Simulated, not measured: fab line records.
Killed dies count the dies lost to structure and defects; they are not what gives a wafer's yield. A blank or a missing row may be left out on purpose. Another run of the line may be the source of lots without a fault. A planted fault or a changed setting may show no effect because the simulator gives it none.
Which of the tools did it? -- flow gf180mcu -- Sampling: 13 lots, 39 wafers, 6 of 602 route steps

WHAT EACH GAUGE READ, for each wafer
GF_LVPWELL_TW_MEAS_11.
lot,measured,on,LVPWELL_TW
L432,day 5 08:22,film-metro-03,558 558 559
L433,day 5 09:49,film-metro-04,518 523 520
L434,day 5 14:02,film-metro-01,519 520 520
L435,day 5 19:07,film-metro-03,528 528 528
L441,day 7 05:02,film-metro-04,550 552 551
L442,day 7 10:16,film-metro-03,558 560 559
L443,day 7 15:55,film-metro-04,552 552 555
L444,day 7 20:21,film-metro-01,554 552 554
L445,day 8 04:11,film-metro-03,557 561 558
L446,day 8 10:28,film-metro-01,551 553 554
L447,day 8 13:46,film-metro-03,557 558 557
L449,day 9 01:43,film-metro-03,559 558 556
L450,day 9 08:16,film-metro-03,559 558 559

GF_MVSD_OVL_MEAS_07.
lot,measured,on,MVSD_OVL (nm)
L432,day 5 22:35,overlay-02,0.7 2.2 4.8
L433,day 6 00:32,overlay-01,1.1 1.0 1.7
L434,day 6 04:32,overlay-01,-0.1 0.6 0.4
L435,day 6 10:20,overlay-01,1.7 1.3 0.9
L441,day 7 20:47,overlay-01,0.9 0.7 1.6
L442,day 8 02:02,overlay-01,0.3 1.1 0.9
L443,day 8 07:59,overlay-01,1.2 2.0 1.5
L444,day 8 12:55,overlay-02,3.9 0.9 0.7
L445,day 8 21:14,overlay-01,0.6 2.1 1.5
L446,day 9 03:26,overlay-01,0.5 2.1 0.2
L447,day 9 07:29,overlay-01,-0.7 0.7 -0.6
L449,day 9 19:08,overlay-01,-1.5 1.9 -0.5
L450,day 10 02:07,overlay-02,-0.4 0.0 -0.1

GF_VT_IMPLANT_RS_MEAS_48: measures by four-point-probe.
lot,measured,on,LVPWELL_RS (ohm/sq)
L432,day 9 08:32,film-metro-01,1227.0 1226.8 1227.8
L433,day 9 11:31,film-metro-04,1520.3 1528.6 1531.4
L434,day 9 15:46,film-metro-03,1524.3 1528.9 1522.7
L435,day 10 00:02,film-metro-03,1522.2 1520.7 1527.5
L441,day 11 15:59,film-metro-04,1214.9 1216.7 1220.3
L442,day 11 20:40,film-metro-03,1219.9 1220.4 1216.9
L443,day 12 04:59,film-metro-04,1220.4 1215.7 1217.8
L444,day 12 10:13,film-metro-03,1215.9 1219.4 1216.4
L445,day 12 18:56,film-metro-01,1216.9 1216.2 1217.1
L446,day 13 02:46,film-metro-03,1219.9 1219.3 1215.0
L447,day 13 07:13,film-metro-01,1220.4 1216.4 1220.8
L449,day 13 21:44,film-metro-04,1224.2 1224.4 1222.1
L450,day 14 05:52,film-metro-04,1218.4 1221.6 1220.7

GF_PSD_OVL_MEAS_08.
lot,measured,on,PSD_OVL (nm)
L432,day 16 14:14,overlay-01,0.1 -1.9 0.1
L433,day 16 20:14,overlay-02,4.3 2.3 0.6
L434,day 16 22:33,overlay-01,1.1 1.6 0.0
L435,day 17 08:52,overlay-01,-0.5 -2.3 -2.4
L441,day 19 09:56,overlay-02,2.0 0.3 2.1
L442,day 19 18:18,overlay-01,1.6 0.8 2.1
L443,day 20 03:09,overlay-02,-2.8 -1.6 -0.3
L444,day 20 11:38,overlay-02,4.4 0.9 1.1
L445,day 20 17:56,overlay-02,-2.1 0.5 0.3
L446,day 21 03:50,overlay-02,-0.1 -0.7 -0.8
L447,day 21 11:27,overlay-01,1.1 0.9 1.3
L449,day 22 03:26,overlay-02,0.6 -1.5 -1.9
L450,day 22 12:23,overlay-01,-1.9 -1.7 -0.7

WHAT TOOL EACH LOT RAN ON (gives the tool, then ch and the chambers of the sampled wafers, and finally the start)
lot,GF_NWELL_STRIP_10,GF_LVPWELL_IMPLANT_09
L432,"plasma-asher-02 ch 0,1, day 4 17:58","implanter-01 ch 0, day 5 08:08"
L433,"plasma-asher-03 ch 0,1, day 4 19:31","implanter-04 ch 0, day 5 09:35"
L434,"plasma-asher-04 ch 1, day 4 23:07","implanter-04 ch 0, day 5 13:48"
L435,"plasma-asher-03 ch 0,1, day 5 03:43","implanter-04 ch 0, day 5 18:53"
L441,"plasma-asher-02 ch 1, day 6 13:15","implanter-02 ch 0, day 7 04:48"
L442,"plasma-asher-04 ch 0,1, day 6 17:54","implanter-02 ch 0, day 7 10:01"
L443,"plasma-asher-02 ch 0,1, day 6 23:45","implanter-02 ch 0, day 7 15:41"
L444,"plasma-asher-04 ch 0,1, day 7 04:18","implanter-02 ch 0, day 7 20:06"
L445,"plasma-asher-02 ch 0,1, day 7 11:00","implanter-02 ch 0, day 8 03:57"
L446,"plasma-asher-02 ch 0,1, day 7 18:10","implanter-04 ch 0, day 8 10:13"
L447,"plasma-asher-04 ch 0,1, day 7 20:36","implanter-02 ch 0, day 8 13:31"
L449,"plasma-asher-02 ch 0, day 8 07:37","implanter-01 ch 0, day 9 01:29"
L450,"plasma-asher-02 ch 0,1, day 8 14:31","implanter-04 ch 0, day 9 08:01"
- GF_NWELL_STRIP_10: strips in O2/N2.
- GF_LVPWELL_IMPLANT_09

AS READ BY THE TOOLS THEMSELVES (means over the sampled wafers that have a number; for cases with no such wafer, the mark the record gives instead)
GF_NWELL_STRIP_10.
lot,tool,drypump-motor-current-A (A),heater-power-w (W),oes-product-au (a.u.),strip-time-to-endpoint-s (s)
L432,plasma-asher-02,6.4,328,0.721,37.03
L433,plasma-asher-03,5.7,295,0.722,36.98
L434,plasma-asher-04,5.6,282,0.721,37.01
L435,plasma-asher-03,5.6,294,0.723,36.91
L441,plasma-asher-02,6.6,287,0.724,37.06
L442,plasma-asher-04,5.6,295,0.724,36.80
L443,plasma-asher-02,6.4,335,0.726,37.02
L444,plasma-asher-04,5.5,308,0.725,36.87
L445,plasma-asher-02,6.5,308,0.721,36.92
L446,plasma-asher-02,6.4,328,0.721,37.17
L447,plasma-asher-04,5.5,306,0.723,36.93
L449,plasma-asher-02,6.3,360,0.722,37.04
L450,plasma-asher-02,6.5,308,0.720,36.96

GF_LVPWELL_IMPLANT_09.
lot,tool,dose-ions-cm2,faraday-current-uA
L432,implanter-01,5e+12,28.2
L433,implanter-04,5e+11,2.8
L434,implanter-04,5e+11,2.8
L435,implanter-04,5e+11,2.8
L441,implanter-02,5e+12,28.3
L442,implanter-02,5e+12,28.1
L443,implanter-02,5e+12,28.1
L444,implanter-02,5e+12,28.1
L445,implanter-02,5e+12,28.2
L446,implanter-04,5e+12,28.3
L447,implanter-02,5e+12,27.9
L449,implanter-01,5e+12,28.6
L450,implanter-04,5e+12,28.4

THE ANSWER, worked out from the rows above alone
Rule: the lots themselves supply what counts as usual. Put in order of their means at a reading, lots are off if they are a third of the lots or fewer, leave a main group of 4 or more, and stand apart from it by a gap of 3 or more times the standard deviation of the main group's means; of several such gaps the widest counts. A main group is skipped when, at the precision printed for the reading in the tables above, its means are all equal. A lot without any number at a reading at which 4 lots or more have one is off too. Any other lot the step has rows for is counted as sound. After the gauges, taken in route order, come the tools' own readings; for these a lot's mean is taken, as printed above. At the first step where some lot is off, the reading lying furthest off is the one used; lots without a number count as furthest.
Off: at GF_LVPWELL_TW_MEAS_11 (LVPWELL_TW), L433, L434, L435. The main group: mean 556, standard deviation 2.9.
A tool fits if, at a process step before that reading, it ran every lot that is off, and no sound lot after the first of them. Not tried: the gauges at GF_LVPWELL_TW_MEAS_11; whatever is off there is also off at GF_LVPWELL_IMPLANT_09, on other tools, and gauge error can't account for it. Of those tried, none fits.

WHAT HAD BEEN PUT IN BY THE SIMULATOR
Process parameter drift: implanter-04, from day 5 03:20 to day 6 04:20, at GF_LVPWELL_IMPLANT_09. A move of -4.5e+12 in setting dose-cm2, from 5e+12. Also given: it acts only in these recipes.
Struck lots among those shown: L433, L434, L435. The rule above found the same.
